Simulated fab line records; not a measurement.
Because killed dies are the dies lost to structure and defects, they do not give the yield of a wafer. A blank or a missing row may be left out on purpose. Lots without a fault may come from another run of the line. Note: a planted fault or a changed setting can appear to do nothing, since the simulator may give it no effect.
One fault through the eyes of 2 desks || flow gf180mcu || each desk has only its own numbers; what lay behind them comes last

== THE METROLOGY DESK ==
Means of the sampled wafers that have a number, per lot and without regard to the tool the lot ran on: this is what the gauges read. The brackets show how far a lot's mean lies from the usual mean; more than 4 standard deviations puts the lot out of limits, marked OUT.
Columns: A = POLY_GATE_CVD_00_THK at GF_POLY_GATE_THK_MEAS_01, usual 199.7 nm; B = POLY_GATE_OXIDATION_THK at GF_POLY_GATE_THK_MEAS_17, usual 4.03 nm; C = NSD_TW at GF_NSD_TW_MEAS_12, usual 4253
{"lot": "L159", "first seen here": "day 8 13:17", "A": 204.4, "B": 3.98, "C": 4272}
{"lot": "L164", "first seen here": "day 10 04:59", "A": 200.5, "B": 4.07, "C": 4269}
{"lot": "L165", "first seen here": "day 10 11:23", "A": 201.5, "B": 4.05, "C": 4276}
{"lot": "L167", "first seen here": "day 10 19:23", "A": 199.3, "B": 4.02, "C": 4264}
{"lot": "L168", "first seen here": "day 11 07:35", "A": 201.5, "B": 4.03, "C": 4255}
{"lot": "L171", "first seen here": "day 12 03:33", "A": 199.9, "B": 4.10, "C": 4281}
{"lot": "L173", "first seen here": "day 12 15:24", "A": 199.8, "B": 4.07, "C": 4231}
{"lot": "L176", "first seen here": "day 13 10:41", "A": 198.8, "B": 4.09, "C": 4230}
{"lot": "L177", "first seen here": "day 13 17:58", "A": "139.5 (-32) OUT", "B": 4.02, "C": 4221}
{"lot": "L178", "first seen here": "day 14 06:07", "A": "138.7 (-32) OUT", "B": 4.01, "C": 4241}
{"lot": "L180", "first seen here": "day 14 17:53", "A": 198.4, "B": 4.02, "C": 4264}
{"lot": "L181", "first seen here": "day 15 00:10", "A": 197.6, "B": 3.98, "C": 4253}
This desk's result: L177, L178 out of limits, first on L177 (POLY_GATE_CVD_00_THK at GF_POLY_GATE_THK_MEAS_01), day 13 17:58. In limits: L159, L164, L165, L167, L168, L171, L173, L176, L180, L181.

== THE TOOL OWNER'S DESK: lpcvd-02 ==
The tool's own readings at GF_POLY_GATE_CVD_00 (deposits poly-Si, target thk 200 nm, time 1200 s): means of the sampled wafers that have a number, for each lot that ran on this tool. The brackets show how far a lot's mean lies from the usual mean; more than 4 standard deviations puts the lot out of limits, marked OUT.
Columns: A = pressure mtorr at GF_POLY_GATE_CVD_00, usual 200.1 mTorr
{"lot": "L159", "first seen here": "day 8 11:57", "A": 200.1}
{"lot": "L164", "first seen here": "day 10 03:40", "A": 200.2}
{"lot": "L165", "first seen here": "day 10 09:22", "A": 200.3}
{"lot": "L168", "first seen here": "day 11 06:14", "A": 200.4}
{"lot": "L171", "first seen here": "day 12 02:12", "A": 200.2}
{"lot": "L177", "first seen here": "day 13 16:37", "A": "99.7 (-99 or more) OUT"}
{"lot": "L178", "first seen here": "day 14 04:46", "A": "100.1 (-99 or more) OUT"}
This desk finds L177, L178 out of limits, L177 being first, at day 13 16:37 (pressure mtorr at GF_POLY_GATE_CVD_00). In limits: L159, L164, L165, L168, L171.

== TAKEN TOGETHER ==
The tool owner's desk had the chance to raise an alarm at day 13 16:37 on L177, L178.
An alarm was possible from the metrology desk at day 13 17:58, on L177, L178.
Every lot named ran GF_POLY_GATE_CVD_00 on lpcvd-02.

== WHAT HAD BEEN PUT IN BY THE SIMULATOR ==
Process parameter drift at GF_POLY_GATE_CVD_00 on lpcvd-02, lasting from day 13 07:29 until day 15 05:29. Setting pressure mtorr, moved by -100, from 200. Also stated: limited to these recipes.
Struck lots among those shown: L177, L178.
Hours from the fault's start to each desk's first reading out of limits: the tool owner's desk, 9; the metrology desk, 10.
